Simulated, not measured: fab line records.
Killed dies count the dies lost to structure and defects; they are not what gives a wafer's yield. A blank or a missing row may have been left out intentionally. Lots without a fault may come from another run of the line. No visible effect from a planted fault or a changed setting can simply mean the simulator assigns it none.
Problem report in the 8D (eight disciplines) form, filled by code	flow gf180mcu	the parts of the form that need people (team, actions taken, sign-off) are left out

== 1. PROBLEM STATEMENT ==
V2_W_RS at GF_V2_RS_MEAS_24 reads a mean of 0.281 ohm/sq on 6 wafers of 2 lots; wafers without a fault read 0.331 ohm/sq with a standard deviation of 0.0031. Measured from the usual mean, that is -16 standard deviations.
The step: measures by four-point-probe.
Seen first at day 26 12:27 on film-metro-04, wafer L492.1. The record has a number at this step for 33 wafers belonging to 11 lots. Rule for "out", or "out of limits": more than 4 standard deviations from the usual mean. The rest of the wafers with a number are treated as sound.

== 2. WHAT IT IS, AND WHAT IT ISN'T ==
question	is	is not
which readings at this step	V2_W_RS	-
which lots	L492, L493	L478, L480, L483, L484, L494, L495, L496, L498, L500
which wafers of those lots	all that have a number	-
read on which gauges	film-metro-04	film-metro-01, film-metro-02
when	from day 26 12:27	up to then (12 sound wafers); but 15 sound wafers of L494, L495, L496, L498, L500 came after

== 3. THE SUSPECTS, EACH WITH WHAT RULES IT OUT ==
Counting: a tool stays on the suspect list if, at a process step up to the reading, it processed all lots that are out and no sound lot following the first of them.
- ruled out: the gauge at GF_V2_RS_MEAS_24. All the wafers that are out were read on film-metro-04, but those of them that GF_V2_CVD_23 has rows for are out there too, on other tools.
- cmp-02 at GF_V2_CMP_04 (polishes SiO2): ruled out as a lasting fault. After its first lot that is out, L492 (day 25 13:03), sound lots L494, L495, L496, L498 ran on it.
- cvd-w-01 at GF_V2_CVD_23 (deposits W, target thk 350 nm, time 104.94 s): kept. All lots that are out passed through it, beginning with L492 at day 26 12:20, and no sound lot followed; its final sound lot before that point was L484 at day 23 23:23. Its own susceptor-temp-C readings are out on those wafers.
The count leaves cvd-w-01 at GF_V2_CVD_23.

== 4. THE CAUSE (what the simulator had put in) ==
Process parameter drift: cvd-w-01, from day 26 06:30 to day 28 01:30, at GF_V2_CVD_23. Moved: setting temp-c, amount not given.
This tool alone remained once counting was done.

== 5. THE EFFECT CHAIN, in route order ==
One row per reading whose mean, taken over the struck wafers that have a number, lies over 3 standard deviations from the usual. Readings are gone through only where the record gives a usual standard deviation; hours: the median, over the lots, of the time from a lot's start at the first step in this table giving one to that lot's start at this step; sigmas: the change measured in usual standard deviations.
hours	step	reading	usual	on struck wafers	change	sigmas
0	GF_V2_CVD_23	susceptor-temp-C	400.00 C	409.37	+9.37	+41
0	GF_V2_RS_MEAS_24	V2_W_RS	0.331 ohm/sq	0.281	-0.050	-16
0	GF_V2_THK_MEAS_25	V2_W_THK	366 nm	428	+62	+11
Here are the process steps it includes:
- GF_V2_CVD_23: deposits W, target thk 350 nm, time 104.94 s.

== 6. WHAT WOULD HAVE CAUGHT IT SOONER ==
Counted from the fault's start at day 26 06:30, it took 6 hours until the first out-of-limits reading at a measuring or inspecting step in this record, taken at day 26 12:27.
At GF_V2_CVD_23, the tool's own readings (susceptor-temp-C) were out on each struck wafer the step has a row for, so an alarm limit on them would have fired on the first such wafer.
L493, from the lots that are out (2), started GF_V2_CVD_23 on cvd-w-01 later than day 26 12:27. Putting the tool on hold at that point would have spared it.
